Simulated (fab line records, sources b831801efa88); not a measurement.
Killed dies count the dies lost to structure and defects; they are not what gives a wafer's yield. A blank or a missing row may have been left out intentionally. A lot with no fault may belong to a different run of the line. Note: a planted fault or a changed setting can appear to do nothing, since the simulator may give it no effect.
fab line records | flow sky130
record lots=6 | wafers=18 | last-day=50
route steps=708 shown METAL2@506 VIA2@507 PAD_OPEN@708
lots that met no fault: taken from a fault-free run of the same line
start-h: hours from the record's first day to the start of the lot's first wafer shown | wait-h: hours since the lot's step before | " identical to the entry in the row above | L1.1+2: one row covering several wafers at once | - no value, or no start was given | * or withheld: withheld | < > ~ a bound
route shown NAME@n: names a module that has steps shown in the file, with the first one's number in the route | usual: average and standard deviation across the fault-free wafers | same: alike in all rows | chamber/n: place in a boat | sites: each site's reading | _std_site: the standard deviation of these | _edge_site: inner sites' mean taken away from outer sites' mean | radius-mm: for every site, how far away it sits from the centre of the wafer | mask NAME#n: copy n | behind: the last tool/chamber to shape the wafer | hold: cause of the lot's hold/its duration in hours/its outcome | device: the transistor (n, p or np) that didn't switch | end of line: the route-end tests of the same wafers | for a step that has no rows: nothing shown but its recipe | killed: count of dies lost to structure and defects at first sort (not the wafer's yield) | map: a wafer's dies, marking killed ones x, the rest . and places with no die _
set.NAME: the setting as run; set.NAME@STEP: as run at that earlier step | model.NAME: the simulator's own value behind a step, which no gauge read
certain route steps with their lots: each step a table, each wafer a row
services: a tool's chamber out of use, with start hour (start-h, from the record's first day; less than 0 if before it), hours out, and reason
## steps
# step SKY_METAL2_CLEAN_23
# recipe chemistry=O3/DIW | dry=n2-spin
# step SKY_VIA2_HDPCVD_00
# recipe material=SiO2 | target-thk-nm=1180 | sigma-open-frac=0.3 | time-s=196.7 | temp-c=400 | sih4-flow-sccm=60 | pressure-mtorr=6
# step SKY_VIA2_THK_MEAS_01
# recipe reads=SiO2_of_VIA2_HDPCVD_00
# usual VIA2_HDPCVD_THK=1181/13
lot.wafer | tool          | chamber | start-h | wait-h | VIA2_HDPCVD_THK[nm]
L851.1    | film-metro-01 | -       | 868.29  | 0.1    | 1183
L851.2    | "             | -       | "       | "      | 1178
L851.6    | "             | -       | "       | "      | 1175
L857.1    | film-metro-01 | -       | 908.62  | 0.1    | 1170
L857.2    | "             | -       | "       | "      | 1160
L857.6    | "             | -       | "       | "      | 1160
L858.4    | film-metro-04 | -       | 918.64  | 0.0    | 1179
L858.5    | "             | -       | "       | "      | 1168
L858.6    | "             | -       | "       | "      | 1180
L866.1    | film-metro-01 | -       | 975.42  | 0.1    | 1167
L866.2    | "             | -       | "       | "      | 1184
L866.6    | "             | -       | "       | "      | 1166
L867.2    | film-metro-04 | -       | 984.18  | 0.1    | 1167
L867.4    | "             | -       | "       | "      | 1162
L867.5    | "             | -       | "       | "      | 1170
L868.3    | film-metro-04 | -       | 999.49  | 0.1    | 1188
L868.5    | "             | -       | "       | "      | 1187
L868.6    | "             | -       | "       | "      | 1193
# step SKY_VIA2_CMP_02
# recipe material=SiO2 | down-force-psi=4 | platen-rpm=60 | pad-velocity-m-s=0.94248
# usual motor-current-A=11.6/1.4 | slurry-filter-dp-kPa=13.49/0.14
lot.wafer | tool   | chamber | start-h | wait-h | motor-current-A | slurry-filter-dp-kPa
L851.2    | cmp-01 | 3       | 868.40  | 0.1    | 10.0            | 13.63
L851.1    | "      | 1       | "       | "      | 10.1            | 13.65
L851.6    | "      | 3       | "       | "      | 10.7            | 13.49
L857.1    | cmp-02 | 0       | 908.68  | 0.1    | 13.0            | 13.48
L857.2    | "      | 1       | "       | "      | 12.8            | 13.34
L857.6    | "      | 0       | "       | "      | 12.3            | 13.52
L858.4    | cmp-01 | 2       | 918.82  | 0.2    | 10.0            | 13.58
L858.5    | "      | 3       | "       | "      | 10.4            | 13.37
L858.6    | "      | 0       | "       | "      | 12.7            | 13.49
L866.1    | cmp-02 | 3       | 975.48  | 0.1    | 12.9            | 13.30
L866.2    | "      | 2       | "       | "      | 10.5            | 13.71
L866.6    | "      | 0       | "       | "      | 11.7            | 13.56
L867.4    | cmp-02 | 3       | 984.23  | 0.0    | 12.8            | 13.55
L867.2    | "      | 0       | "       | "      | 12.4            | 13.57
L867.5    | "      | 3       | "       | "      | 12.5            | 13.70
L868.3    | cmp-02 | 0       | 999.58  | 0.1    | 11.9            | 13.54
L868.6    | "      | 3       | "       | "      | 13.3            | 13.52
L868.5    | "      | 0       | "       | "      | 11.6            | 13.35
# step SKY_VIA2_BOW_MEAS_03
# recipe mode=bow
# usual VIA2_BOW=85/6.6
lot.wafer | tool          | chamber | start-h | wait-h | VIA2_BOW[um]
L851.1    | film-metro-04 | -       | 868.65  | 0.1    | 93
L851.2    | "             | -       | "       | "      | 94
L851.6    | "             | -       | "       | "      | 91
L857.1    | film-metro-03 | -       | 908.98  | 0.2    | 85
L857.2    | "             | -       | "       | "      | 73
L857.6    | "             | -       | "       | "      | 65
L858.4    | film-metro-04 | -       | 919.03  | 0.2    | 101
L858.5    | "             | -       | "       | "      | 89
L858.6    | "             | -       | "       | "      | 78
L866.1    | film-metro-03 | -       | 975.78  | 0.2    | 84
L866.2    | "             | -       | "       | "      | 90
L866.6    | "             | -       | "       | "      | 94
L867.2    | film-metro-03 | -       | 984.55  | 0.2    | 88
L867.4    | "             | -       | "       | "      | 88
L867.5    | "             | -       | "       | "      | 95
L868.3    | film-metro-04 | -       | 999.87  | 0.2    | 90
L868.5    | "             | -       | "       | "      | 88
L868.6    | "             | -       | "       | "      | 87
# step SKY_VIA2_DEHYDRATE_04
# recipe temp-c=200 | time-s=60
# step SKY_VIA2_HMDS_05
# recipe prime-time-s=60 | prime-temp-c=120
# step SKY_VIA2_COAT_06
# recipe resist=BARC | temp-c=withheld | time-s=withheld | spin-rpm=3000 | resist-thk-nm=60
# step SKY_VIA2_COAT_07
# recipe resist=KrF-thick | spin-rpm=3000 | resist-thk-nm=450
# step SKY_VIA2_SOFTBAKE_08
# recipe temp-c=100 | time-s=90 | resist=KrF-thick
# step SKY_VIA2_EXPOSE_09
# recipe mask-id=VIM2 | na=0.8 | source-shape=annular | sigma-inner=0.55 | sigma-outer=0.85 | target-cd-nm=200 | dose-mj=38.87
# step SKY_VIA2_PEB_10
# recipe peb-temp-c=withheld | peb-time-s=withheld | resist=KrF-thick
# step SKY_VIA2_DEVELOP_11
# recipe develop-time-s=60 | resist=KrF-thick | dev-temp-c=21
# usual chill-plate-temp-C=23.00/0.11 | developer-temp-C=20.98/0.11
# same develop-time-s=60
lot.wafer | tool           | chamber | start-h | wait-h | chill-plate-temp-C | developer-temp-C
L851.1    | litho-track-04 | 0       | 893     | -      | 23.00              | 20.98
L851.2    | "              | 0       | "       | "      | 22.88              | 21.13
L851.6    | "              | 0       | "       | "      | 22.90              | 20.91
L857.1    | litho-track-02 | 0       | 933     | -      | 23.01              | 21.01
L857.2    | "              | 0       | "       | "      | 22.97              | 21.00
L857.6    | "              | 0       | "       | "      | 22.95              | 21.05
L858.4    | litho-track-04 | 0       | 943     | -      | 22.99              | 20.84
L858.5    | "              | 0       | "       | "      | 23.01              | 20.95
L858.6    | "              | 0       | "       | "      | 23.13              | 20.98
L866.1    | litho-track-04 | 0       | 998     | -      | 23.15              | 22.76
L866.2    | "              | 0       | "       | "      | 23.02              | 22.74
L866.6    | "              | 0       | "       | "      | 22.96              | 23.08
L867.2    | litho-track-04 | 0       | 1007    | -      | 23.16              | 22.87
L867.4    | "              | 0       | "       | "      | 22.99              | 22.94
L867.5    | "              | 0       | "       | "      | 22.97              | 23.04
L868.3    | litho-track-02 | 0       | 1022    | -      | 23.06              | 21.07
L868.5    | "              | 0       | "       | "      | 23.03              | 21.12
L868.6    | "              | 0       | "       | "      | 23.04              | 21.05
# step SKY_VIA2_CD_MEAS_12
# recipe target-cd-nm=200
# usual cd-nm=199.1/1.4
lot.wafer | tool      | chamber | start-h | wait-h | cd-nm
L851.1    | cd-sem-01 | -       | 893.93  | -      | 199.5
L851.2    | "         | -       | "       | "      | 200.0
L851.6    | "         | -       | "       | "      | 199.5
L857.1    | cd-sem-02 | -       | 933.89  | -      | 199.9
L857.2    | "         | -       | "       | "      | 199.0
L857.6    | "         | -       | "       | "      | 198.3
L858.4    | cd-sem-01 | -       | 943.40  | -      | 198.2
L858.5    | "         | -       | "       | "      | 201.0
L858.6    | "         | -       | "       | "      | 200.2
L866.1    | cd-sem-02 | -       | 998.59  | -      | 200.5
L866.2    | "         | -       | "       | "      | 200.8
L866.6    | "         | -       | "       | "      | 201.8
L867.2    | cd-sem-02 | -       | 1007.51 | -      | 201.8
L867.4    | "         | -       | "       | "      | 201.7
L867.5    | "         | -       | "       | "      | 201.0
L868.3    | cd-sem-01 | -       | 1022.63 | -      | 199.4
L868.5    | "         | -       | "       | "      | 197.2
L868.6    | "         | -       | "       | "      | 197.1
# step SKY_PAD_OPEN_PROBE_99
# usual defect-limited-yield=82.1/1.9 | killed_at_M0_to_M3=45/6.8 | killed_at_M4_up=3.0/1.7 | killed-at-contacts=25/5.7 | killed-at-front-end=15/4.6 | killed-at-other=0.3/0.66 | killed-dies=88/9.5 | killed-open=48/7.3 | killed-short=39/6.5 | sort_bin_3_pad_short=0.9/0.47 | sort_bin_5_function=10.6/1.5 | sort_bin_6_memory=6.4/1.2 | sort-n-pass=404/9.5 | sort-yield-pct=82.1/1.9
# same gross-dies=492 | killed-at-back-side=0 | sort_bin_4_leakage[%]=0 | sort_bin_8_speed[%]=0
lot.wafer | tool      | chamber | start-h | wait-h | defect-limited-yield[%] | killed_at_M0_to_M3 | killed_at_M4_up | killed-at-contacts | killed-at-front-end | killed-at-other | killed-dies | killed-open | killed-short | sort_bin_3_pad_short[%] | sort_bin_5_function[%] | sort_bin_6_memory[%] | sort-n-pass | sort-yield-pct[%]
L851.1    | prober-02 | -       | 1112.06 | 0.1    | 81.1                    | 43                 | 6               | 27                 | 17                  | 0               | 93          | 54          | 39           | 0.2                     | 12.8                   | 5.9                  | 399         | 81.1
L851.2    | prober-02 | -       | 1112.11 | 0.1    | 78.7                    | 57                 | 2               | 26                 | 20                  | 0               | 105         | 58          | 47           | 1.0                     | 13.0                   | 7.3                  | 387         | 78.7
L851.6    | prober-02 | -       | 1112.31 | 0.2    | 83.1                    | 38                 | 1               | 30                 | 14                  | 0               | 83          | 39          | 44           | 1.0                     | 10.6                   | 5.3                  | 409         | 83.1
L857.1    | prober-02 | -       | 1142.30 | 0.1    | 83.7                    | 38                 | 6               | 21                 | 15                  | 0               | 80          | 49          | 31           | 0.4                     | 10.4                   | 5.5                  | 412         | 83.7
L857.2    | prober-02 | -       | 1142.35 | 0.1    | 82.3                    | 43                 | 1               | 28                 | 15                  | 0               | 87          | 55          | 31           | 0.6                     | 9.1                    | 7.9                  | 405         | 82.3
L857.6    | prober-02 | -       | 1142.55 | 0.2    | 81.9                    | 51                 | 2               | 27                 | 9                   | 0               | 89          | 44          | 44           | 1.8                     | 10.0                   | 6.3                  | 403         | 81.9
L858.4    | prober-01 | -       | 1151.45 | 0.2    | 81.9                    | 40                 | 4               | 26                 | 19                  | 0               | 89          | 52          | 37           | 1.0                     | 9.1                    | 7.9                  | 403         | 81.9
L858.5    | prober-01 | -       | 1151.50 | 0.2    | 82.9                    | 31                 | 2               | 36                 | 15                  | 0               | 84          | 51          | 33           | 0.4                     | 10.8                   | 5.9                  | 408         | 82.9
L858.6    | prober-01 | -       | 1151.55 | 0.2    | 79.1                    | 44                 | 5               | 36                 | 18                  | 0               | 103         | 50          | 53           | 1.0                     | 13.6                   | 6.3                  | 389         | 79.1
L866.1    | prober-01 | -       | 1190.90 | 0.1    | 79.3                    | 47                 | 4               | 35                 | 16                  | 0               | 102         | 59          | 43           | 0.8                     | 14.4                   | 5.5                  | 390         | 79.3
L866.2    | prober-01 | -       | 1190.95 | 0.1    | 81.1                    | 53                 | 4               | 23                 | 13                  | 0               | 93          | 60          | 33           | 0.6                     | 12.6                   | 5.7                  | 399         | 81.1
L866.6    | prober-01 | -       | 1191.15 | 0.2    | 79.5                    | 58                 | 3               | 19                 | 20                  | 1               | 101         | 58          | 43           | 1.6                     | 12.2                   | 6.7                  | 391         | 79.5
L867.2    | prober-01 | -       | 1193.39 | 0.1    | 78.0                    | 56                 | 5               | 32                 | 15                  | 0               | 108         | 58          | 50           | 0.8                     | 14.4                   | 6.7                  | 384         | 78.0
L867.4    | prober-01 | -       | 1193.49 | 0.2    | 80.3                    | 49                 | 2               | 33                 | 12                  | 1               | 97          | 46          | 50           | 0.8                     | 10.0                   | 8.9                  | 395         | 80.3
L867.5    | prober-01 | -       | 1193.54 | 0.2    | 84.6                    | 40                 | 2               | 20                 | 12                  | 2               | 76          | 43          | 31           | 0.4                     | 10.2                   | 4.9                  | 416         | 84.6
L868.3    | prober-02 | -       | 1205.91 | 0.2    | 80.1                    | 50                 | 5               | 32                 | 10                  | 1               | 98          | 50          | 48           | 2.0                     | 9.6                    | 8.3                  | 394         | 80.1
L868.5    | prober-02 | -       | 1206.01 | 0.2    | 81.9                    | 30                 | 1               | 30                 | 28                  | 0               | 89          | 52          | 37           | 0.8                     | 10.6                   | 6.7                  | 403         | 81.9
L868.6    | prober-02 | -       | 1206.06 | 0.2    | 82.1                    | 48                 | 1               | 23                 | 16                  | 0               | 88          | 41          | 47           | 0.8                     | 11.4                   | 5.7                  | 404         | 82.1
# killed by level:class
L851.1 CONTACT:geometric-particle:open=14 VIA2:geometric-particle:open=9 METAL1:geometric-particle:short=8 LI_CONTACT:geometric-particle:open=5 VIA1:geometric-particle:open=5 POLY_GATE:geometric-particle:short=4 POLY_GATE:geometric-particle:open=4 LI_CONTACT:geometric-particle:short=4
L851.2 VIA1:geometric-particle:open=13 CONTACT:geometric-particle:open=11 VIA2:geometric-particle:open=9 VIA3:geometric-particle:open=7 FIELD_ISO:geometric-particle:open=6 LI_CONTACT:geometric-particle:open=6 VIA1:geometric-particle:short=6 FIELD_ISO:geometric-particle:short=5
L851.6 VIA1:geometric-particle:open=9 CONTACT:geometric-particle:short=7 VIA1:geometric-particle:short=6 LI_CONTACT:geometric-particle:short=6 LI_CONTACT:geometric-particle:open=6 LOCAL_INTERCONNECT:geometric-particle:short=6 VIA2:geometric-particle:open=6 CONTACT:geometric-particle:open=5
L857.1 VIA1:geometric-particle:open=11 CONTACT:geometric-particle:open=8 VIA2:geometric-particle:open=8 VIA3:geometric-particle:open=7 METAL2:geometric-particle:short=6 LI_CONTACT:geometric-particle:open=5 POLY_GATE:geometric-particle:open=4 LOCAL_INTERCONNECT:geometric-particle:short=4
L857.2 VIA1:geometric-particle:open=15 CONTACT:geometric-particle:open=9 FIELD_ISO:geometric-particle:open=6 LI_CONTACT:geometric-particle:open=6 VIA2:geometric-particle:open=6 CONTACT:geometric-particle:short=5 VIA1:geometric-particle:short=4 LI_CONTACT:geometric-particle:short=4
L857.6 VIA1:geometric-particle:open=11 CONTACT:geometric-particle:open=10 VIA1:geometric-particle:short=8 LI_CONTACT:geometric-particle:open=6 VIA3:geometric-particle:open=6 CONTACT:geometric-particle:short=5 LOCAL_INTERCONNECT:geometric-particle:short=5 METAL1:geometric-particle:short=5
L858.4 CONTACT:geometric-particle:open=14 FIELD_ISO:geometric-particle:open=9 VIA2:geometric-particle:open=7 FIELD_ISO:geometric-particle:short=5 METAL1:geometric-particle:short=5 VIA1:geometric-particle:short=5 METAL2:geometric-particle:short=5 VIA3:geometric-particle:open=5
L858.5 LI_CONTACT:geometric-particle:open=9 CONTACT:geometric-particle:open=9 VIA1:geometric-particle:open=7 VIA2:geometric-particle:open=7 CONTACT:geometric-particle:short=6 LOCAL_INTERCONNECT:geometric-particle:open=5 LOCAL_INTERCONNECT:geometric-particle:short=5 METAL2:geometric-particle:short=5
L858.6 CONTACT:geometric-particle:open=10 LI_CONTACT:geometric-particle:open=9 FIELD_ISO:geometric-particle:short=8 LOCAL_INTERCONNECT:geometric-particle:short=7 VIA1:geometric-particle:open=7 CONTACT:geometric-particle:short=6 METAL1:geometric-particle:short=6 VIA2:geometric-particle:open=6
L866.1 VIA1:geometric-particle:open=16 CONTACT:geometric-particle:open=14 VIA1:geometric-particle:short=7 FIELD_ISO:geometric-particle:open=6 LI_CONTACT:geometric-particle:open=6 CONTACT:geometric-particle:short=6 VIA3:geometric-particle:open=6 LOCAL_INTERCONNECT:geometric-particle:short=5
L866.2 VIA1:geometric-particle:open=18 CONTACT:geometric-particle:open=12 VIA3:geometric-particle:open=8 METAL2:geometric-particle:short=7 METAL1:geometric-particle:short=6 VIA1:geometric-particle:short=6 LI_CONTACT:geometric-particle:open=5 FIELD_ISO:geometric-particle:open=4
L866.6 VIA1:geometric-particle:open=16 VIA1:geometric-particle:short=10 CONTACT:geometric-particle:open=9 VIA3:geometric-particle:open=8 METAL2:geometric-particle:short=6 POLY_GATE:geometric-particle:open=6 VIA2:geometric-particle:open=6 POLY_GATE:geometric-particle:short=5
L867.2 CONTACT:geometric-particle:open=14 VIA1:geometric-particle:open=13 METAL2:geometric-particle:short=8 CONTACT:geometric-particle:short=7 METAL1:geometric-particle:short=7 VIA2:geometric-particle:open=7 LI_CONTACT:geometric-particle:open=6 METAL3:geometric-particle:short=5
L867.4 CONTACT:geometric-particle:open=10 CONTACT:geometric-particle:short=9 VIA1:geometric-particle:open=9 VIA2:geometric-particle:open=9 VIA2:geometric-particle:short=8 LI_CONTACT:geometric-particle:open=7 METAL1:geometric-particle:short=6 METAL2:geometric-particle:short=5
L867.5 VIA1:geometric-particle:open=13 CONTACT:geometric-particle:open=7 METAL2:geometric-particle:short=7 LI_CONTACT:geometric-particle:open=6 VIA2:geometric-particle:open=6 METAL1:geometric-particle:short=5 FIELD_ISO:geometric-particle:short=3 FIELD_ISO:geometric-particle:open=3
L868.3 CONTACT:geometric-particle:open=10 VIA1:geometric-particle:open=10 LI_CONTACT:geometric-particle:open=9 VIA2:geometric-particle:open=9 METAL1:geometric-particle:short=7 VIA1:geometric-particle:short=7 LOCAL_INTERCONNECT:geometric-particle:short=6 VIA2:geometric-particle:short=5
L868.5 CONTACT:geometric-particle:open=14 POLY_GATE:geometric-particle:open=12 VIA3:geometric-particle:open=7 LI_CONTACT:geometric-particle:short=6 VIA1:geometric-particle:open=6 FIELD_ISO:geometric-particle:short=5 POLY_GATE:geometric-particle:short=5 CONTACT:geometric-particle:short=4
L868.6 METAL1:geometric-particle:short=11 VIA1:geometric-particle:open=9 LI_CONTACT:geometric-particle:open=7 METAL2:geometric-particle:short=7 LOCAL_INTERCONNECT:geometric-particle:short=6 CONTACT:geometric-particle:open=6 VIA3:geometric-particle:open=6 POLY_GATE:geometric-particle:short=5
## services
tool           | chamber | start-h | hours | kind
litho-track-02 | -       | 856.40  | -     | consumable-replace:filter
cmp-01         | -       | 861.68  | 2.6   | repair
cmp-01         | -       | 912.47  | 4.0   | pm
cmp-01         | -       | 916.47  | -     | consumable-replace:conditioner
cmp-01         | -       | 916.47  | -     | consumable-replace:pad
cmp-02         | -       | 955.26  | 0.5   | repair
cmp-01         | -       | 980.17  | 2.3   | repair
litho-track-04 | -       | 993.04  | -     | consumable-replace:filter
cmp-01         | -       | 1008.02 | 2.6   | repair
litho-track-02 | -       | 1012.56 | -     | consumable-replace:filter
cmp-02         | -       | 1019.93 | 16.0  | pm
## key
first-sign step=SKY_VIA2_DEVELOP_11 | reading=developer-temp-C | direction=up | sigmas=17 | usual=* | struck=*
effect step=SKY_VIA2_CD_MEAS_12 | reading=cd-nm | direction=up | sigmas=1.6 | usual=199.1 | struck=201.2
met-at SKY_VIA2_DEVELOP_11
struck-wafers L866.1,L866.2,L866.6,L867.2,L867.4,L867.5
onset-between 943 998
fault kind=process-parameter-drift | tool=litho-track-04 | chamber=- | onset-h=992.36 | steps=SKY_VIA2_DEVELOP_11 | channel=dev-temp-c | offset=* | shape=step | end-h=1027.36 | acts-in=* | stated=*
